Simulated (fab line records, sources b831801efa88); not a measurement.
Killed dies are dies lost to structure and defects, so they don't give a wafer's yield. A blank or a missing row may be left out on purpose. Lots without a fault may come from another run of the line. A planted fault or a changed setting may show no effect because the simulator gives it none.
Chamber matching | flow gf180mcu | GF_PASSIVATION_CVD_00 on pecvd-02: 3 sister chambers
The step deposits SiO2 from TEOS, target thk 1000 nm, time 111.95 s. 3 wafers are shown with their chamber, then 12 later ones without.

WAFERS WITH THEIR CHAMBER
wafer  | chamber | heater_power_outer_w (W)
L089.3 | 0       | 292
L090.3 | 2       | 279
L090.4 | 1       | 428

WAFERS WITHOUT THEIR CHAMBER
wafer  | heater_power_outer_w (W)
L091.1 | 338
L091.4 | 319
L091.6 | 428
L092.1 | 389
L092.3 | 321
L092.6 | 240
L094.2 | 301
L094.3 | 435
L094.6 | 295
L097.1 | 378
L097.3 | 309
L097.4 | 334

WHICH CHAMBER EACH WENT THROUGH
wafer  | from the rows above          | in truth
L091.1 | can't be placed: 0 or 2 or 1 | 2
L091.4 | can't be placed: 0 or 2      | 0
L091.6 | 1                            | 1
L092.1 | can't be placed: 1 or 0      | 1
L092.3 | can't be placed: 0 or 2      | 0
L092.6 | can't be placed: 2 or 0      | 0
L094.2 | can't be placed: 0 or 2      | 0
L094.3 | 1                            | 1
L094.6 | can't be placed: 0 or 2      | 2
L097.1 | can't be placed: 1 or 0 or 2 | 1
L097.3 | can't be placed: 0 or 2      | 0
L097.4 | can't be placed: 0 or 2 or 1 | 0
Placed correctly: 2 of 12. Can't be placed from these rows: 10 (the true chamber is among the candidates in 10). Placed wrongly: 0.
How it was worked out, from the rows above alone: a wafer's distance from a chamber is the root of the sum, over the readings, of the square of ((its reading less the chamber's mean) divided by the reading's scatter). The wafer belongs to the nearest chamber; if the next one is less than 2 further off, it can't be placed. A chamber's mean is the mean of its shown wafers. The scatter: with one shown wafer a chamber, the root of the mean of the squares of how far each hidden wafer lies from its nearest shown one.
